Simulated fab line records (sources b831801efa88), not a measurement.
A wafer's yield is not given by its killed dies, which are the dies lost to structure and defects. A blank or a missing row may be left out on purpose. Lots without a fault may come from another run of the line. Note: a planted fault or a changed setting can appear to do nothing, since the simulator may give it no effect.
fab line records	flow sfq-line
record: lots: 6	wafers: 18	last-day: 87
route steps=325 shown M0@35 I0@43
lots that met no fault: taken from a fault-free run of the same line
start-h: start of the lot's first displayed wafer, in hours after the record's first day	wait-h: time in hours since the lot's previous step	" unchanged from the row above	L1.1+2: one row covering several wafers at once	- no value present, or no start provided	* or withheld: withheld	< > ~ a bound
route shown NAME@n: names a module that has steps shown in the file, with the first one's number in the route	usual: mean and standard deviation over wafers with no fault	same: alike in all rows	chamber/n: place in a boat	sites: per-site readings	_std_site: the values' standard deviation	_edge_site: mean of outer sites minus mean of inner sites	radius-mm: how far each site lies from the wafer's centre	mask NAME#n: copy n	behind: the most recent tool/chamber to have shaped the wafer	hold: cause of the lot's hold/its duration in hours/its outcome	device: the n, p or np transistor that did not switch	end of line: tests run on the same wafers once the route is complete	a step given without rows: its recipe and nothing more	killed: the dies lost at the first sort to structure and to defects; this is not the yield of the wafer	map: per-die view of a wafer (x killed, . not killed, _ where there is no die)
set.NAME: the setting the step ran with; set.NAME@STEP: the setting that earlier step ran with	model.NAME: the simulator's own value behind a step, which no gauge read
a table for each step, a row for each wafer; lots at some steps of the route
services: the hour from which a tool's chamber was out of use, counted from the record's first day as start-h (under 0 if before that day), plus the number of hours and why
== steps ==
step: SFQ_TRILAYER_M0_LITHO_EXPOSE_022
recipe: mask-id: M0	na: 0.6	source-shape: conventional	sigma-outer: 0.65	target-cd-nm: 500	dose-mj: 14.4
step: SFQ_TRILAYER_M0_LITHO_PEB_024
recipe: peb-temp-c: 115	peb-time-s: 60	resist: KrF
step: SFQ_TRILAYER_M0_LITHO_DEVELOP_023
recipe: time-s: 60	resist: KrF
step: SFQ_M0_OVL_MEAS_906
usual: M0_OVL: -2/6.3
lot.wafer	tool	chamber	start-h	wait-h	M0_OVL[nm]
L115.1	overlay-01	-	281.98	0.1	0
L115.2	"	-	"	"	0
L115.6	"	-	"	"	0
L129.1	overlay-02	-	407.04	0.1	-12
L129.2	"	-	"	"	-6
L129.6	"	-	"	"	-11
L134.1	overlay-02	-	455.39	0.1	-1
L134.4	"	-	"	"	-4
L134.5	"	-	"	"	-2
L135.4	overlay-01	-	462.61	0.1	6
L135.5	"	-	"	"	1
L135.6	"	-	"	"	2
L136.1	overlay-01	-	472.19	0.1	6
L136.3	"	-	"	"	5
L136.4	"	-	"	"	1
L137.1	overlay-02	-	479.39	0.1	-4
L137.2	"	-	"	"	-4
L137.4	"	-	"	"	-4
step: SFQ_TRILAYER_M0_BARC_OPEN_METAL_ETCH_031
recipe: mask-material: PR	chemistry: O2	target-depth-nm: 125	target: BARC	icp-w: 600	bias-w: 80	pressure-mtorr: 10	time-s: 41.7
usual: drypump-motor-current-A: 5.9/0.35	oes-product-au: 0.685/0.0042	rf-fwd-power-W: 592.9/2.7
lot.wafer	tool	chamber	start-h	wait-h	drypump-motor-current-A	oes-product-au	rf-fwd-power-W	rf-hours-counter-h
L115.1	rie-metal-02	0	282.01	0.0	5.6	0.681	595.1	149
L115.2	"	1	"	"	6.5	0.686	591.1	3
L115.6	"	0	"	"	5.6	0.681	597.4	-
L129.1	rie-metal-02	1	407.08	0.0	6.6	0.686	593.2	19
L129.2	"	0	"	"	5.6	0.687	595.0	165
L129.6	"	1	"	"	6.5	0.680	593.0	-
L134.1	rie-metal-01	0	455.42	0.0	5.7	0.682	589.4	146
L134.4	"	1	"	"	6.0	0.679	597.1	-
L134.5	"	0	"	"	5.6	0.693	588.4	-
L135.4	rie-metal-03	1	462.64	0.0	6.1	0.681	590.5	-
L135.5	"	0	"	"	5.6	0.688	595.7	-
L135.6	"	1	"	"	6.1	0.685	591.6	-
L136.1	rie-metal-01	1	472.22	0.0	6.0	0.690	596.0	61
L136.3	"	1	"	"	6.0	0.682	595.4	-
L136.4	"	0	"	"	5.7	0.680	589.9	-
L137.1	rie-metal-01	0	479.42	0.0	5.7	0.690	590.2	148
L137.2	"	1	"	"	6.0	0.681	593.5	62
L137.4	"	1	"	"	6.0	0.685	593.8	-
step: SFQ_TRILAYER_M0_ETCH_METAL_ETCH_024
recipe: target: Nb	stop-on: SiO2	mask-material: PR	chemistry: Cl2/Ar	target-depth-nm: 240	icp-w: 600	bias-w: 80	pressure-mtorr: 10	time-s: 120
usual: drypump-motor-current-A: 5.9/0.35	oes-product-au: 0.893/0.0084	rf-fwd-power-W: 596.7/1.8
lot.wafer	tool	chamber	start-h	wait-h	drypump-motor-current-A	oes-product-au	rf-fwd-power-W	rf-hours-counter-h
L115.1	rie-metal-02	0	282.07	0.0	5.6	0.893	597.0	149
L115.2	"	1	"	"	6.5	0.902	595.5	3
L115.6	"	0	"	"	5.5	0.883	598.1	-
L129.1	rie-metal-02	1	407.14	0.0	6.5	0.895	597.2	19
L129.2	"	0	"	"	5.6	0.909	596.9	165
L129.6	"	1	"	"	6.5	0.896	595.4	-
L134.1	rie-metal-01	0	455.48	0.0	5.7	0.899	596.9	146
L134.4	"	1	"	"	6.0	0.908	598.9	-
L134.5	"	0	"	"	5.7	0.907	595.9	-
L135.4	rie-metal-03	1	462.73	0.1	6.1	0.891	597.1	-
L135.5	"	0	"	"	5.5	0.887	595.7	-
L135.6	"	1	"	"	6.1	0.883	598.1	-
L136.1	rie-metal-01	1	472.28	0.0	6.0	0.906	594.9	61
L136.3	"	1	"	"	5.9	0.906	598.0	-
L136.4	"	0	"	"	5.7	0.903	600.1	-
L137.1	rie-metal-01	0	479.48	0.0	5.7	0.901	594.0	148
L137.2	"	1	"	"	6.0	0.899	601.4	62
L137.4	"	1	"	"	6.0	0.889	599.3	-
step: SFQ_TRILAYER_M0_STRIP_STRIP_025
recipe: gas: O2	power-w: 200	platen-temp-c: 40	overash-fraction: 0.65	chemistry: O2	pressure-mtorr: 50
step: SFQ_TRILAYER_M0_STRIP_SOLV_CLEAN_026
recipe: chemistry: NMP	temp-c: 70	time-s: 600
step: SFQ_TRILAYER_I0_DEP_PECVD_027
recipe: material: SiO2	temp-c: 150	time-s: 111.11	pressure-torr: 2.4	rf-w: 183.3	precursor: SiH4/N2O	target-thk-nm: 500
usual: heater-power-w: 82/19	rf-fwd-power-W: 182.3/0.63	throttle-valve-pct: 24.2/1.2
lot.wafer	tool	chamber	start-h	wait-h	heater-power-w	rf-fwd-power-W	throttle-valve-pct
L115.1	pecvd-03	1	282.97	0.0	84	181.6	24.0
L115.2	"	2	"	"	89	182.5	23.6
L115.6	"	2	"	"	95	182.0	23.4
L129.1	pecvd-02	1	408.04	0.0	98	182.5	26.2
L129.2	"	0	"	"	104	182.4	24.9
L129.6	"	2	"	"	34	182.7	26.5
L134.1	pecvd-04	0	456.38	0.0	88	182.6	22.9
L134.4	"	2	"	"	87	181.1	23.6
L134.5	"	1	"	"	75	181.9	24.2
L135.4	pecvd-03	2	463.62	0.0	96	182.9	23.9
L135.5	"	0	"	"	71	182.9	24.2
L135.6	"	1	"	"	84	182.3	24.8
L136.1	pecvd-04	2	473.18	0.0	84	182.0	23.4
L136.3	"	0	"	"	93	181.8	23.2
L136.4	"	1	"	"	75	182.6	23.9
L137.1	pecvd-04	0	480.38	0.0	86	181.4	23.1
L137.2	"	1	"	"	77	182.4	23.7
L137.4	"	2	"	"	84	182.6	23.5
step: SFQ_TRILAYER_I0_CMP_CMP_028
recipe: material: SiO2	down-force-psi: 3	platen-rpm: 60	pad-velocity-m-s: 0.94248
usual: motor-current-A: 10.2/1.1	platen-rpm: 60.00/0.042	time-to-endpoint-s: 214/7.3
lot.wafer	tool	chamber	start-h	wait-h	motor-current-A	platen-rpm	time-to-endpoint-s
L115.2	cmp-01	2	285.30	2.3	11.2	60.14	216
L115.1	"	0	286.30	3.3	9.4	59.96	198
L115.6	"	2	287.30	4.2	11.5	60.03	212
L129.2	cmp-01	0	409.16	1.1	9.6	59.97	218
L129.1	"	2	410.16	2.1	11.1	59.99	216
L129.6	"	3	"	"	10.9	60.02	211
L134.1	cmp-02	3	456.46	0.0	7.9	60.05	203
L134.4	"	1	457.46	1.0	9.3	60.02	221
L134.5	"	3	458.46	2.0	8.7	60.06	219
L135.4	cmp-02	2	464.16	0.5	10.9	59.99	213
L135.5	"	1	465.66	2.0	9.9	60.01	215
L135.6	"	2	"	"	10.9	60.06	209
L136.3	cmp-02	1	473.26	0.0	10.4	59.88	219
L136.1	"	2	"	"	10.1	60.01	214
L136.4	"	3	"	"	8.3	60.00	209
L137.4	cmp-02	1	480.96	0.5	9.9	60.01	223
L137.2	"	2	"	"	10.3	60.06	211
L137.1	"	3	"	"	8.1	60.00	207
step: SFQ_I0_BOW_MEAS_907
recipe: mode: bow
usual: I0_BOW: 2/6.9
lot.wafer	tool	chamber	start-h	wait-h	I0_BOW[um]
L115.1	film-metro-01	-	287.80	1.0	7
L115.2	"	-	"	"	3
L115.6	"	-	"	"	-7
L129.1	film-metro-03	-	411.66	1.0	11
L129.2	"	-	"	"	8
L129.6	"	-	"	"	-3
L134.1	film-metro-02	-	459.46	2.5	1
L134.4	"	-	"	"	4
L134.5	"	-	"	"	-9
L135.4	film-metro-02	-	466.72	2.1	4
L135.5	"	-	"	"	-8
L135.6	"	-	"	"	-7
L136.1	film-metro-03	-	476.26	2.0	-1
L136.3	"	-	"	"	-2
L136.4	"	-	"	"	-1
L137.1	film-metro-01	-	483.46	1.0	-2
L137.2	"	-	"	"	11
L137.4	"	-	"	"	-1
step: SFQ_TRILAYER_I0_METRO_MEASURE_029
usual: thk-nm: 199.9/1.1
lot.wafer	tool	chamber	start-h	wait-h	thk-nm
L115.1	film-metro-01	-	287.92	0.1	198.8
L115.2	"	-	"	"	198.9
L115.6	"	-	"	"	199.3
L129.1	film-metro-03	-	411.78	0.1	198.4
L129.2	"	-	"	"	199.4
L129.6	"	-	"	"	200.6
L134.1	film-metro-02	-	459.58	0.1	198.5
L134.4	"	-	"	"	198.9
L134.5	"	-	"	"	198.3
L135.4	film-metro-02	-	467.38	0.6	199.7
L135.5	"	-	"	"	198.8
L135.6	"	-	"	"	200.0
L136.1	film-metro-03	-	476.38	0.1	200.7
L136.3	"	-	"	"	200.5
L136.4	"	-	"	"	199.9
L137.1	film-metro-01	-	483.58	0.1	198.2
L137.2	"	-	"	"	199.6
L137.4	"	-	"	"	199.2
step: SFQ_TRILAYER_I0_VIA_LITHO_COAT_036
recipe: resist: BARC	spin-rpm: 3000	resist-thk-nm: 62
usual: exhaust-pa: 44.8/0.9	spin-speed-rpm: 2999.7/2.3
lot.wafer	tool	chamber	start-h	wait-h	exhaust-pa	spin-speed-rpm	model.BARC_of_TRILAYER_I0_VIA_LITHO_COAT_036.thk-nm
L115.1	litho-track-02	0	289.12	1.0	43.6	3001.1	62.04
L115.2	"	0	"	"	44.6	3003.0	61.99
L115.6	"	0	"	"	44.9	3000.9	62.2
L129.1	litho-track-01	0	412.98	1.0	45.0	3000.6	61.83
L129.2	"	0	"	"	44.7	2996.2	61.84
L129.6	"	0	"	"	46.2	2998.4	61.62
L134.1	litho-track-01	0	460.78	1.0	43.9	2839.1	63.76
L134.4	"	0	"	"	43.3	2838.3	63.49
L134.5	"	0	"	"	44.5	2840.0	63.66
L135.4	litho-track-03	0	468.13	0.6	46.4	2997.5	61.88
L135.5	"	0	"	"	45.5	2996.6	61.97
L135.6	"	0	"	"	44.6	3003.6	61.9
L136.1	litho-track-01	0	477.58	1.0	45.8	2838.9	63.93
L136.3	"	0	"	"	45.9	2841.0	63.81
L136.4	"	0	"	"	44.9	2840.2	63.75
L137.1	litho-track-02	0	484.78	1.0	44.7	3001.4	62.07
L137.2	"	0	"	"	45.6	3004.0	61.99
L137.4	"	0	"	"	44.2	2999.8	62.15
step: SFQ_TRILAYER_I0_VIA_LITHO_COAT_031
recipe: resist: KrF	spin-rpm: 3000	resist-thk-nm: 650
step: SFQ_TRILAYER_I0_VIA_LITHO_SOFTBAKE_035
recipe: temp-c: withheld	time-s: withheld	resist: KrF
step: SFQ_TRILAYER_I0_VIA_LITHO_EXPOSE_032
recipe: mask-id: I0	na: 0.6	source-shape: conventional	sigma-outer: 0.65	target-cd-nm: 500	dose-mj: 21.3
step: SFQ_TRILAYER_I0_VIA_LITHO_PEB_034
recipe: peb-temp-c: 115	peb-time-s: 60	resist: KrF
step: SFQ_TRILAYER_I0_VIA_LITHO_DEVELOP_033
recipe: time-s: 60	resist: KrF
step: SFQ_I0_OVL_MEAS_908
usual: I0_OVL: -2/5.1
lot.wafer	tool	chamber	start-h	wait-h	I0_OVL[nm]
L115.1	overlay-01	-	424.99	0.1	-3
L115.2	"	-	"	"	-2
L115.6	"	-	"	"	2
L129.1	overlay-02	-	570.04	0.1	-9
L129.2	"	-	"	"	0
L129.6	"	-	"	"	-8
L134.1	overlay-02	-	615.86	0.1	-4
L134.4	"	-	"	"	-2
L134.5	"	-	"	"	-3
L135.4	overlay-01	-	621.87	0.1	-5
L135.5	"	-	"	"	0
L135.6	"	-	"	"	0
L136.1	overlay-01	-	629.06	0.1	-9
L136.3	"	-	"	"	-2
L136.4	"	-	"	"	-11
L137.1	overlay-01	-	633.86	0.1	4
L137.2	"	-	"	"	2
L137.4	"	-	"	"	2
step: SFQ_TRILAYER_I0_VIA_BARC_OPEN_VIA_ETCH_046
recipe: mask-material: PR	chemistry: O2	target-depth-nm: 125	target: BARC	source-w: 500	bias-w: 80	pressure-mtorr: 30	time-s: 41.7
usual: drypump-motor-current-A: 5.7/0.45	oes-product-au: 0.686/0.0047	rf-fwd-power-W: 494.9/2.1
lot.wafer	tool	chamber	start-h	wait-h	drypump-motor-current-A	oes-product-au	rf-fwd-power-W	rf-hours-counter-h	model.etch.depth-nm
L115.1	rie-diel-01	1	425.03	0.0	5.2	0.680	493.6	10	62.04
L115.2	"	2	"	"	6.4	0.687	497.3	3	61.99
L115.6	"	2	"	"	6.3	0.686	495.5	-	62.2
L129.1	rie-diel-02	3	570.07	0.0	5.1	0.692	495.5	12	61.83
L129.2	"	2	"	"	6.5	0.685	499.3	69	61.84
L129.6	"	3	"	"	5.1	0.689	495.2	-	61.62
L134.1	rie-diel-04	3	615.89	0.0	5.8	0.694	494.9	50	63.76
L134.4	"	0	"	"	5.8	0.697	495.0	5	63.49
L134.5	"	2	"	"	6.2	0.687	494.3	-	63.66
L135.4	rie-diel-01	1	621.89	0.0	5.2	0.682	496.9	13	61.88
L135.5	"	3	"	"	5.4	0.684	499.0	-	61.97
L135.6	"	0	"	"	5.6	0.695	494.7	-	61.9
L136.1	rie-diel-02	0	629.09	0.0	5.4	0.695	494.5	21	63.93
L136.3	"	2	"	"	6.5	0.686	496.2	70	63.81
L136.4	"	1	"	"	5.9	0.697	496.3	2	63.75
L137.1	rie-diel-02	2	633.89	0.0	6.5	0.686	494.8	70	62.07
L137.2	"	3	"	"	5.1	0.690	494.6	13	61.99
L137.4	"	1	"	"	5.8	0.692	494.7	2	62.15
step: SFQ_TRILAYER_I0_VIA_ETCH_VIA_ETCH_034
recipe: target: SiO2	stop-on: Nb	mask-material: PR	taper-deg: 20	chemistry: CHF3	target-depth-nm: 260	source-w: 500	bias-w: 80	pressure-mtorr: 30	time-s: withheld
== services ==
tool	chamber	start-h	hours	kind
rie-metal-01	1	262.61	12.2	repair
rie-diel-02	1	264.37	1.2	repair
rie-metal-02	0	266.03	14.2	repair
rie-diel-02	3	269.13	4.8	repair
rie-metal-02	-	272.10	0.8	repair
cmp-02	-	286.30	1.2	repair
rie-diel-02	1	292.76	15.0	repair
rie-metal-01	1	295.68	6.8	repair
rie-metal-02	-	301.08	4.3	pm
cmp-02	-	308.62	2.3	repair
cmp-02	-	317.10	2.8	repair
rie-diel-02	-	338.53	2.8	pm
pecvd-04	2	351.63	4.2	repair
rie-metal-02	-	361.29	0.2	repair
rie-diel-02	1	405.46	3.6	repair
pecvd-04	-	405.66	0.9	repair
rie-diel-02	-	406.55	0.2	repair
cmp-02	-	410.73	4.0	pm
cmp-02	-	431.47	6.8	pm
rie-metal-01	-	433.65	3.9	repair
rie-diel-02	-	442.11	14.6	pm
pecvd-04	-	475.64	0.4	repair
pecvd-04	-	546.79	1.5	repair
rie-diel-02	-	570.27	0.6	repair
== key ==
first-sign: step: SFQ_TRILAYER_I0_VIA_LITHO_COAT_036	reading: spin-speed-rpm	direction: down	sigmas: 70	usual: 2999.7	struck: 2839.6
effect none on later readings
model-effect: step: SFQ_TRILAYER_I0_VIA_LITHO_COAT_036	value: BARC_of_TRILAYER_I0_VIA_LITHO_COAT_036.thk-nm	without: 62.02	struck: 63.73
model-effect: step: SFQ_TRILAYER_I0_VIA_BARC_OPEN_VIA_ETCH_046	value: etch.depth-nm	without: 62.02	struck: 63.73
met-at SFQ_TRILAYER_I0_VIA_LITHO_COAT_036
struck-wafers L134.1,L134.4,L134.5,L136.1,L136.3,L136.4
onset-between 412.98 460.78
fault: kind: process-parameter-drift	tool: litho-track-01	chamber: -	onset-h: 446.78	steps: SFQ_TRILAYER_I0_VIA_LITHO_COAT_036	channel: spin-rpm	offset: -159.22	shape: step	end-h: 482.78	acts-in: these-recipes-only	stated: 3000
